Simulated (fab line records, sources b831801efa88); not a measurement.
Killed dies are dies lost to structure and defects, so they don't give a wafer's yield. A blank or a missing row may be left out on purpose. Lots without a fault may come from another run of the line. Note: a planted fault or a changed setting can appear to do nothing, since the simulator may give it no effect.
Code-filled problem report in 8D (eight disciplines) form + flow sky130 + the parts of the form that need people (team, actions taken, sign-off) are left out

== 1. PROBLEM STATEMENT ==
Mean of n2-flow-sccm at SKY_DNWELL_STRIP_08: 240.2 sccm across 2 wafers in 2 lots; on wafers with no fault it is 300.1 sccm (standard deviation 0.86). Relative to the usual mean, that is a shift of -70 standard deviations.
The step: strips in O2/N2.
Seen first at day 7 03:17 on plasma-asher-02, wafer L833.5. The record holds 42 wafers of 14 lots with a number at this step. Rule for "out", or "out of limits": more than 4 standard deviations from the usual mean. The rest of the wafers with a number are treated as sound.

== 2. WHAT IT IS; WHAT IT IS NOT ==
| question                    | is               | is not                                                                                 |
|-----------------------------|------------------|----------------------------------------------------------------------------------------|
| which readings at this step | n2-flow-sccm     | drypump-motor-current-A, oes-product-au, strip-time-to-endpoint-s                      |
| which lots                  | L833, L834       | L817, L818, L820, L821, L822, L823, L824, L825, L828, L837, L838, L839                 |
| which wafers of those lots  | L833.5, L834.2   | L833.1, L833.6, L834.1, L834.4                                                         |
| read on which tools         | plasma-asher-02  | plasma-asher-01, plasma-asher-03                                                       |
| when                        | from day 7 03:17 | up to then (29 sound wafers); but 11 sound wafers of L834, L837, L838, L839 came after |

== 3. SUSPECTS, AND WHAT RULES EACH OUT ==
Counting: a tool at a process step up to the reading stays a suspect if it ran every lot that is out. Sound lots after the first of them don't rule it out here, since some wafers of a struck lot are sound.
- plasma-asher-02 at SKY_DNWELL_STRIP_08 (strips in O2/N2): kept. It ran every lot that is out, first L833 (day 7 03:17); its last sound lot up to then is L824 (day 5 00:14). Its own readings are out on those wafers: n2-flow-sccm.
- At SKY_DNWELL_STRIP_08 on plasma-asher-02, chamber 1 took the sound wafers of the same lots and chamber 0 took the wafers that are out.
The count leaves plasma-asher-02 at SKY_DNWELL_STRIP_08.

== 4. THE CAUSE (what the simulator had put in) ==
plasma-asher-02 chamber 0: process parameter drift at SKY_DNWELL_STRIP_08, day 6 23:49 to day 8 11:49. From 300, the setting n2-flow-sccm moved by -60. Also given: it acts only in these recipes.
Only this tool survived the counting.

== 5. THE EFFECT CHAIN, in route order ==
Each row: a reading where the mean over the struck wafers with a number is more than 3 standard deviations away from the usual. Scope: only readings with a usual standard deviation given in the record; hours: median across lots of the time from each lot's start at the first step in this table that gives one to its start at this step; sigmas: change in usual standard deviations.
| hours | step                | reading      | usual      | on struck wafers | change | sigmas |
|-------|---------------------|--------------|------------|------------------|--------|--------|
| 0     | SKY_DNWELL_STRIP_08 | n2-flow-sccm | 300.1 sccm | 240.2            | -59.9  | -70    |
The process steps in it:
- SKY_DNWELL_STRIP_08: strips in O2/N2.

== 6. HOW IT WOULD HAVE BEEN CAUGHT EARLIER ==
In this record no reading fell out of limits until day 7 03:17, 3 hours after the fault had begun at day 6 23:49.
